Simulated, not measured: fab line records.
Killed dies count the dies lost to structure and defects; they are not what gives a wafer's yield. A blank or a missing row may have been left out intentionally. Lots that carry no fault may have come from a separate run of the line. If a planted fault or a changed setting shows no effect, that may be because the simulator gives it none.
Struck lot and sound lot, side by side -- flow sky130 -- 15 steps out of a route of 708
Sound: the wafers L237.2, L237.4, L237.6. The struck wafers were L242.1, L242.2, L242.4. Last of all comes the cause.
At each step with rows: each side's tool, then ch and its chambers, then its first start. Under that, the readings that differ: sound wafers -- struck wafers -- difference of the means -- sigmas: that difference in standard deviations of wafers without a fault.
alike: same words and numbers on both sides, and readings whose means sit less than 2 such deviations apart. not compared: any withheld reading, any reading some wafer has no value for, any bound like >300 that may hide the same value, and any number with overlapping values for which the record gives no deviation.
The two part at a step that has a row with sigmas, a row that says differs or no value, or rows on one side only. When numbers do not overlap yet have no deviation, they are printed without sigmas and do not part them. A reading missing from all wafers of one side parts the sides only when that side holds two or more wafers.

first, 6 steps without rows for these wafers: SKY_LDD_N_HMDS_01 (prime time 60 s); SKY_LDD_N_COAT_02 (resist thk 300 nm); SKY_LDD_N_SOFTBAKE_03 (time 60 s); SKY_LDD_N_EXPOSE_04 (exposes mask NTM, target cd 840 nm); SKY_LDD_N_PEB_05; SKY_LDD_N_DEVELOP_06 (develop time 60 s).
SKY_LDD_N_OVL_MEAS_07:
  sound: overlay-02 at day 18 10:08; struck: overlay-01 at day 20 00:59
  alike: LDD_N_OVL
then, 5 steps without rows for these wafers: SKY_LDD_N_IMPLANT_08; SKY_LDD_N_IMPLANT_09; SKY_LDD_N_IMPLANT_10; SKY_LDD_N_IMPLANT_11; SKY_LDD_N_IMPLANT_12.
SKY_LDD_N_IMPLANT_13:
  sound on implanter-03 ch 0, day 18 10:56; struck on implanter-04 ch 0, day 20 02:05
after that, 1 step had no rows for these wafers: SKY_LDD_N_IMPLANT_14.
-- record jumps: 27 days separate the struck wafers' starts on either side; left off in module LDD_N, taken up again in module PAD_OPEN, whose first shown step is the route's number 708 --
SKY_PAD_OPEN_PROBE_99:
  sound: prober-01 at day 46 10:03; struck: prober-02 at day 47 10:04
reading,sound,struck,difference,sigmas
model.etest.nfet_01v8_turned.drive_ua_um,495.9 490.7 497.6,464.7 460.2 453.1,-35.4,
model.etest.nfet_01v8_lvt.drive_ua_um,568.1 559.2 567.1,543.9 536 526.7,-29.3,
model.etest.nfet_01v8.drive_ua_um,502.4 489.5 494.4,472.1 465.4 460.7,-29.4,
model.etest.nfet_01v8_swapped.drive_ua_um,493.7 488.7 498.5,474.7 467.5 465.6,-24.4,
model.etest.tip_n.rs_ohm_sq,440.9 445.1 443.9,452.1 453 452.5,+9.2,
model.etest.nfet_01v8_turned.vt_v (V),0.7043 0.7071 0.7075,0.7374 0.7436 0.7453,+0.0358,
model.etest.nfet_01v8_lvt.vt_sat_v (V),0.5349 0.5395 0.5446,0.5686 0.5745 0.5847,+0.0363,
model.etest.nfet_01v8_swapped.vt_sat_v (V),0.6566 0.66 0.6562,0.6774 0.6843 0.6899,+0.0263,
  alike: killed_at_M0_to_M3, killed_at_M4_up, killed_at_contacts, killed_at_front_end, killed_at_other, killed_dies, killed_open, killed_short

WHERE THEY PART
Nowhere in this record.

WHY: whatever the simulator had introduced
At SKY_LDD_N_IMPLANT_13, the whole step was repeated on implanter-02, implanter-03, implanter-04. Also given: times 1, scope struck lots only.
